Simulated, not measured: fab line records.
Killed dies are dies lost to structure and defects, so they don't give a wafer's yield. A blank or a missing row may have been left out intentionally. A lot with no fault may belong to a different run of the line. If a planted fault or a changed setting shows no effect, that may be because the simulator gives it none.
8D (eight disciplines) problem report, filled in by code | flow sky130 | the parts of the form that need people (team, actions taken, sign-off) are left out

== 1. WHAT WENT WRONG ==
oes-product-au at SKY_FIELD_ISO_ETCH_17 reads a mean of 0.892 a.u. on 3 wafers of 3 lots; wafers without a fault read 0.998 a.u. with a standard deviation of 0.01. Relative to the usual mean, that is a shift of -11 standard deviations.
The step: etches Si in HBr/Cl2/O2, target depth 342 nm, time 97.7 s.
Earliest sighting: wafer L387.5 on rie-si-01 at day 3 18:16. At this step, 36 wafers from 13 lots have a number in the record. Rule for "out", or "out of limits": more than 4 standard deviations from the usual mean. All remaining wafers that have a number are taken as sound.

== 2. WHAT THIS IS AND IS NOT ==
question                    | is                                 | is not
which readings at this step | oes-product-au, throttle-valve-pct | drypump-motor-current-A
which lots                  | L387, L389, L390                   | L380, L381, L382, L393, L394, L398, L400, L401, L402, L403
which wafers of those lots  | L387.5, L389.5, L390.5             | L387.6, L389.6, L390.6
read on which tools         | rie-si-01                          | rie-si-02
when                        | from day 3 18:16                   | up to then (10 sound wafers); but 23 sound wafers of L389, L390, L393, L394, L398, L400, L401, L402, L403 came after

== 3. WHAT RULES OUT EACH SUSPECT ==
Counting: any tool at a process step up to the reading remains a suspect provided it ran every lot that is out. Sound lots after the first of them don't rule it out here, since some wafers of a struck lot are sound.
- rie-si-01 at SKY_FIELD_ISO_ETCH_17 (etches Si in HBr/Cl2/O2, target depth 342 nm, time 97.7 s): kept. It ran every lot that is out, first L387 (day 3 18:16); its last sound lot up to then is L382 (day 2 19:13). Its own readings are out on those wafers: oes-product-au, throttle-valve-pct.
Left after counting: rie-si-01 at SKY_FIELD_ISO_ETCH_17.

== 4. THE CAUSE (what the simulator had put in) ==
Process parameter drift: rie-si-01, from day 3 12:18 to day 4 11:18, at SKY_FIELD_ISO_ETCH_17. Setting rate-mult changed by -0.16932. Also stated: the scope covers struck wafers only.
Only this tool survived the counting.

== 5. THE CHAIN OF EFFECTS, in route order ==
Each row: a reading where the mean over the struck wafers with a number is more than 3 standard deviations away from the usual. Only readings for which the record gives a usual standard deviation are gone through. hours: the time from each lot's start at the first step in this table that gives one to its start at this step, as a median over the lots. sigmas: the change in usual standard deviations.
hours | step                  | reading            | usual      | on struck wafers | change | sigmas
0     | SKY_FIELD_ISO_ETCH_17 | oes-product-au     | 0.998 a.u. | 0.892            | -0.106 | -11
0     | SKY_FIELD_ISO_ETCH_17 | throttle-valve-pct | 25.657 %   | 25.735           | +0.078 | +7.8
Its process steps:
- SKY_FIELD_ISO_ETCH_17: etches Si in HBr/Cl2/O2, target depth 342 nm, time 97.7 s.
Later steps that measure or inspect, where all struck wafers having a row at the step show a number for every such reading and not one has moved that far: SKY_SONOS_ONO_THK_MEAS_01, SKY_SONOS_ONO_THK_MEAS_03.

== 6. HOW IT WOULD HAVE BEEN CAUGHT EARLIER ==
The fault began at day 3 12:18; the first out-of-limits reading in this record came at day 3 18:16, 6 hours later.
